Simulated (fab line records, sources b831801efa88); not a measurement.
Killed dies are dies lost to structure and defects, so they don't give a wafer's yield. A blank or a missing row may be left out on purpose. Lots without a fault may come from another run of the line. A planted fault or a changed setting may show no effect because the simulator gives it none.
A struck lot beside a sound one | flow sky130 | 21 steps out of a route of 708
Sound: wafers L471.1, L471.4, L471.6. Struck: wafers L463.1, L463.3, L463.6. The cause comes at the end.
At each step with rows: each side's tool, then ch and its chambers, then its first start. Under that, the readings that differ: sound wafers | struck wafers | difference of the means | sigmas: that difference in standard deviations of wafers without a fault.
alike: readings whose means differ by less than 2 such deviations, and words and numbers that are the same on both sides. not compared: withheld readings, readings that some wafer has no value for, bounds like >300 that may hide the same value, and numbers for which the record gives no deviation and whose values overlap.
The two part at a step that has a row with sigmas, a row that says differs or no value, or rows on one side only. Numbers that don't overlap but have no deviation are shown without sigmas and don't part them. A reading that every wafer of one side lacks parts them only if that side has two wafers or more.

first, 2 steps without rows for these wafers: SKY_VT_ADJUST_PCH_PEB_05; SKY_VT_ADJUST_PCH_DEVELOP_06 (develop time 60 s).
SKY_VT_ADJUST_PCH_OVL_MEAS_07:
  sound on overlay-02, day 15 01:54; struck on overlay-01, day 12 08:15
  alike: VT_ADJUST_PCH_OVL
then, 1 step without rows for these wafers: SKY_VT_ADJUST_PCH_IMPLANT_08.
SKY_VT_ADJUST_PCH_STRIP_09: strips in O2/N2.
  sound on plasma_asher-03 ch 0, day 15 02:05; struck on plasma_asher-01 ch 1, day 12 08:26
  alike: drypump_motor_current_A, oes_product_au, strip_time_to_endpoint_s
  not compared: rf_hours_counter_h
SKY_VT_ADJUST_PCH_TW_MEAS_10:
  sound on film_metro-01, day 15 02:11; struck on film_metro-02, day 12 08:32
  reading          | sound             | struck            | difference | sigmas
  VT_ADJUST_PCH_TW | 141.0 141.6 140.9 | 147.0 147.0 147.2 | +5.9       | +2
then, 6 steps without rows for these wafers: SKY_SONOS_TUNNEL_DEHYDRATE_00 (time 60 s); SKY_SONOS_TUNNEL_HMDS_01 (prime time 60 s); SKY_SONOS_TUNNEL_COAT_02 (resist thk 1140 nm); SKY_SONOS_TUNNEL_SOFTBAKE_03 (time 60 s); SKY_SONOS_TUNNEL_EXPOSE_04 (exposes mask TUNM, target cd 410 nm); SKY_SONOS_TUNNEL_PEB_05.
SKY_SONOS_TUNNEL_DEVELOP_06: develop time 60 s.
  sound on litho_track-04 ch 0, day 16 06:03; struck on litho_track-01 ch 0, day 13 09:47
SKY_SONOS_TUNNEL_CD_MEAS_07: target cd 410 nm.
  sound on cd_sem-01, day 16 06:12; struck on cd_sem-02, day 13 09:56
  reading    | sound             | struck | difference                    | sigmas
  cd_nm (nm) | 408.9 411.0 411.4 | - - -  | no value on the struck wafers |
SKY_SONOS_TUNNEL_OVL_MEAS_08:
  sound on overlay-01, day 16 06:19; struck on overlay-01, day 13 10:03
  reading               | sound          | struck | difference                    | sigmas
  SONOS_TUNNEL_OVL (nm) | -1.3 -1.5 -2.5 | - - -  | no value on the struck wafers |
then, 3 steps without rows for these wafers: SKY_SONOS_TUNNEL_IMPLANT_09; SKY_SONOS_TUNNEL_WET_ETCH_10 (etches SiO2 in dHF, target depth 14 nm, time 280 s); SKY_SONOS_TUNNEL_STRIP_11 (strips in SPM, time 600 s).
SKY_SONOS_TUNNEL_TW_MEAS_12:
  sound on film_metro-02, day 16 06:46; struck on film_metro-02, day 13 10:40
  reading         | sound       | struck   | difference | sigmas
  SONOS_TUNNEL_TW | 204 203 203 | 31 31 31 | -172       | -43
then, 1 step without rows for these wafers: SKY_SONOS_TUNNEL_CLEAN_13 (cleans in dHF, time 20 s).
-- the record jumps here: 34 days lie between the struck wafers' starts before and after (it left off in module SONOS_TUNNEL and takes up again in module PAD_OPEN, whose first step shown is number 708 of the route) --
SKY_PAD_OPEN_PROBE_99:
  the record has rows for the struck wafers here (prober-01, day 47 06:37) and none for the sound ones

WHERE THEY PART
First at SKY_VT_ADJUST_PCH_TW_MEAS_10; last, within this record, at SKY_PAD_OPEN_PROBE_99.

WHY: what the simulator had put in
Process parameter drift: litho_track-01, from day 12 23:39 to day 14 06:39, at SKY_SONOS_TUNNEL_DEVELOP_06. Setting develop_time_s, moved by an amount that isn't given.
